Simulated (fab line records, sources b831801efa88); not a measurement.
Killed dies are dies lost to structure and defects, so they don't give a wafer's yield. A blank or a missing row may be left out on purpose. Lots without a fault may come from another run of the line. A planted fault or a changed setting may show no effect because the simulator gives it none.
A struck lot beside a sound one | flow gf180mcu | 14 steps out of a route of 602
Sound: wafers L245.2, L245.5, L245.6. Struck: wafers L258.3, L258.4. The cause comes at the end.
At each step with rows: each side's tool, then ch and its chambers, then its first start. Under that, the readings that differ: sound wafers | struck wafers | difference of the means | sigmas: that difference in standard deviations of wafers without a fault.
alike: readings whose means differ by less than 2 such deviations, and words and numbers that are the same on both sides. not compared: withheld readings, readings that some wafer has no value for, bounds like >300 that may hide the same value, and numbers for which the record gives no deviation and whose values overlap.
The two part at a step that has a row with sigmas, a row that says differs or no value, or rows on one side only. Numbers that don't overlap but have no deviation are shown without sigmas and don't part them. A reading that every wafer of one side lacks parts them only if that side has two wafers or more.

GF_V3_ETCH_16: etches BARC in N2/H2.
  sound on rie_diel-04 ch 1,2, day 23 19:01; struck on rie_diel-04 ch 0,2, day 27 22:34
  alike: drypump_motor_current_A, n2_flow_sccm, oes_product_au, rf_fwd_power_W, throttle_valve_pct
then, 4 steps without rows for these wafers: GF_V3_ETCH_17 (etches SiO2 in C4F8/O2/Ar, stops on TiN, target depth 635 nm); GF_V3_STRIP_18 (strips in O2/N2); GF_V3_STRIP_19 (strips in post etch residue remover, time 1200 s); GF_V3_CLEAN_20 (cleans in DIW).
GF_V3_SPUTTER_21: material Ti, target thk 15 nm, time 80.02 s.
  sound on pvd_sputter-01, day 23 19:43; struck on pvd_sputter-02, day 27 23:16
  alike: chamber_pressure_pa, throttle_valve_pct
GF_V3_SPUTTER_22: material TiN, target thk 10 nm, time 40 s.
  sound on pvd_sputter-01, day 23 19:46; struck on pvd_sputter-02, day 27 23:20
  alike: chamber_pressure_pa, throttle_valve_pct
GF_V3_CVD_23: deposits W, target thk 350 nm, time 104.9 s.
  sound on cvd_w-01 ch 0,1, day 23 19:49; struck on cvd_w-02 ch 0,1, day 27 23:25
  alike: heater_power_w
GF_V3_RS_MEAS_24: measures by four-point-probe.
  sound on film_metro-01, day 23 19:56; struck on film_metro-01, day 27 23:31
  reading          | sound             | struck      | difference | sigmas
  V3_W_RS (ohm/sq) | 0.323 0.323 0.325 | 0.335 0.331 | +0.009     | +2
GF_V3_THK_MEAS_25: measures by xrf.
  sound on film_metro-01, day 23 20:03; struck on film_metro-01, day 27 23:37
  reading       | sound       | struck  | difference | sigmas
  V3_W_THK (nm) | 355 356 352 | 341 347 | -10        | -2
then, 2 steps without rows for these wafers: GF_V3_CMP_26 (polishes, stops on SiO2, t overpolish 15 s, target thk 0 nm); GF_M4_SPUTTER_00 (material Ti, target thk 37.5 nm, time 150 s).
GF_M4_SPUTTER_01: material TiN, target thk 30 nm, time 25 s.
  sound on pvd_sputter-04, day 23 20:30; struck on pvd_sputter-04, day 28 00:04
  reading                                | sound             | struck     | difference | sigmas
  model.TiN_of_M4_SPUTTER_01.thk_nm (nm) | 30.24 30.52 29.86 | 22.42 22.4 | -7.80      |
  alike: chamber_pressure_pa, throttle_valve_pct
GF_M4_SPUTTER_02: material AlCu, target thk 450 nm, time 23.9 s.
  sound on pvd_sputter-04, day 23 20:32; struck on pvd_sputter-04, day 28 00:05
  alike: chamber_pressure_pa, throttle_valve_pct

WHERE THEY PART
First at GF_V3_RS_MEAS_24; last, within this record, at GF_V3_THK_MEAS_25. Later steps at which nothing parts them and some readings are alike: GF_M4_SPUTTER_01, GF_M4_SPUTTER_02.

WHY: what the simulator had put in
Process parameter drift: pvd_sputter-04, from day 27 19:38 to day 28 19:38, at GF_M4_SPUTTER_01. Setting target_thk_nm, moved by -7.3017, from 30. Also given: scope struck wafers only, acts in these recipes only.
